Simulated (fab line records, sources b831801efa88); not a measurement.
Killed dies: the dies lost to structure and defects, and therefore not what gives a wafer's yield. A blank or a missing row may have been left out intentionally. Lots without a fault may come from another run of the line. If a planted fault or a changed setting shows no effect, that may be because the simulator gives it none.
Code-filled problem report in 8D (eight disciplines) form | flow sfq-line | the parts of the form that need people (team, actions taken, sign-off) are left out

1. WHAT WENT WRONG
Wafers with no fault read 215 s with a standard deviation of 7, whereas time-to-endpoint-s at SFQ_TRILAYER_I1_CMP_CMP_046 reads a mean of 257 s on 1 wafer of 1 lot. Measured from the usual mean, that is +6.0 standard deviations.
The step: polishes SiO2.
Seen first at day 27 02:03 on cmp-01, wafer L540.5. The record holds 39 wafers of 13 lots with a number at this step. Rule for "out", or "out of limits": more than 4 standard deviations from the usual mean. The rest of the wafers with a number are treated as sound.

2. WHAT THIS IS AND IS NOT
question                    | is                 | is not
which readings at this step | time-to-endpoint-s | motor-current-A
which lots                  | L540               | L530, L531, L532, L543, L545, L546, L547, L548, L549, L550, L551, L553
which wafers of those lots  | L540.5             | L540.3, L540.4
read on which tools         | cmp-01             | cmp-02
when                        | from day 27 02:03  | up to then (11 sound wafers); but 27 sound wafers of L543, L545, L546, L547, L548, L549, L550, L551, L553 came after

3. SUSPECTS, AND WHAT RULES EACH OUT
Counting: if a tool at a process step up to the reading ran every lot that is out, it stays a suspect. Sound lots after the first of them don't rule it out here, since some wafers of a struck lot are sound.
- cmp-01 at SFQ_TRILAYER_I1_CMP_CMP_046 (polishes SiO2): kept. It processed L540, the lot that is out, at day 27 02:03, and its most recent sound lot before then was L532 at day 23 04:32. Its own readings are out on those wafers: time-to-endpoint-s.
- At SFQ_TRILAYER_I1_CMP_CMP_046, inside cmp-01: chamber 0 took the wafers that are out, while their sound lot-mates went through chambers 2, 3.
After counting, what remains is cmp-01 at SFQ_TRILAYER_I1_CMP_CMP_046.

4. THE CAUSE (what the simulator had put in)
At SFQ_TRILAYER_I1_CMP_CMP_046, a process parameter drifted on cmp-01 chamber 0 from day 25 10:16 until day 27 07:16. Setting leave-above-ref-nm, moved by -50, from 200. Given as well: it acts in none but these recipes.
This tool alone remained once counting was done.

5. SEQUENCE OF EFFECTS, ordered by route
Each row: a reading where the mean over the struck wafers with a number is more than 3 standard deviations away from the usual. Only readings for which the record gives a usual standard deviation are gone through. hours: the time from each lot's start at the first step in this table that gives one to its start at this step, as a median over the lots. sigmas: the change in usual standard deviations.
hours | step                                  | reading            | usual      | on struck wafers | change | sigmas
0     | SFQ_TRILAYER_I1_CMP_CMP_046           | time-to-endpoint-s | 215 s      | 257              | +42    | +6.0
3     | SFQ_TRILAYER_I1_METRO_MEASURE_047     | thk-nm             | 199.9 nm   | 148.7            | -51.2  | -43
133   | SFQ_TRILAYER_I1_VIA_ETCH_VIA_ETCH_052 | oes-product-au     | 0.854 a.u. | 0.724            | -0.130 | -24
Process steps it contains:
- SFQ_TRILAYER_I1_CMP_CMP_046: polishes SiO2.
- SFQ_TRILAYER_I1_METRO_MEASURE_047
- SFQ_TRILAYER_I1_VIA_ETCH_VIA_ETCH_052: etches SiO2 in CHF3, stops on Nb, target depth 260 nm.

6. HOW IT WOULD HAVE BEEN CAUGHT EARLIER
In this record the first reading out of limits was taken at day 27 02:03, 40 hours after the fault began at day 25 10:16.
